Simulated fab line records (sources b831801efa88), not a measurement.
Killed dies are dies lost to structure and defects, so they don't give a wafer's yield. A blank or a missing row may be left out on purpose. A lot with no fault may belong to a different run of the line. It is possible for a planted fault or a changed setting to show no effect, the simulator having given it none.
Matching of chambers / flow gf180mcu / rie diel-01 running GF_CONTACT_ETCH_16: 4 sister chambers
The step etches BARC in N2/H2. 4 wafers are shown with their chamber, then 12 later ones without.

== WAFERS PAIRED WITH THEIR CHAMBERS ==
wafer=L086.4; chamber=2; drypump motor current A (A)=4.9
wafer=L091.1; chamber=0; drypump motor current A (A)=5.8
wafer=L091.2; chamber=3; drypump motor current A (A)=6.0
wafer=L091.3; chamber=1; drypump motor current A (A)=5.2

== WAFERS WITHOUT THEIR CHAMBER ==
wafer=L093.2; drypump motor current A (A)=5.2
wafer=L093.3; drypump motor current A (A)=5.8
wafer=L093.6; drypump motor current A (A)=6.0
wafer=L094.3; drypump motor current A (A)=6.0
wafer=L094.4; drypump motor current A (A)=5.8
wafer=L094.6; drypump motor current A (A)=5.9
wafer=L095.1; drypump motor current A (A)=6.0
wafer=L095.2; drypump motor current A (A)=5.8
wafer=L095.3; drypump motor current A (A)=4.8
wafer=L097.2; drypump motor current A (A)=6.0
wafer=L097.4; drypump motor current A (A)=5.2
wafer=L097.6; drypump motor current A (A)=4.9

== EACH ONE'S CHAMBER ==
wafer=L093.2; from the rows above=1; in truth=1
wafer=L093.3; from the rows above=0; in truth=0
wafer=L093.6; from the rows above=3; in truth=3
wafer=L094.3; from the rows above=3; in truth=3
wafer=L094.4; from the rows above=0; in truth=0
wafer=L094.6; from the rows above=can't be placed: 3 or 0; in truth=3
wafer=L095.1; from the rows above=3; in truth=3
wafer=L095.2; from the rows above=0; in truth=0
wafer=L095.3; from the rows above=2; in truth=2
wafer=L097.2; from the rows above=3; in truth=3
wafer=L097.4; from the rows above=1; in truth=1
wafer=L097.6; from the rows above=2; in truth=2
Correct placement for 11 of the 12. From these rows, 1 cannot be placed; in 1 the true chamber is one of the candidates. 0 placed wrongly.
How it was worked out, from the rows above alone: a wafer's distance from a chamber is the root of the sum, over the readings, of the square of ((its reading less the chamber's mean) divided by the reading's scatter). If the next closest chamber is less than 2 further off than the closest, the wafer can't be placed; otherwise it belongs to the closest. For every chamber, the mean is computed from those of its wafers that are shown. The scatter: root of mean squared gap, hidden wafer to nearest shown wafer, with one shown wafer a chamber.
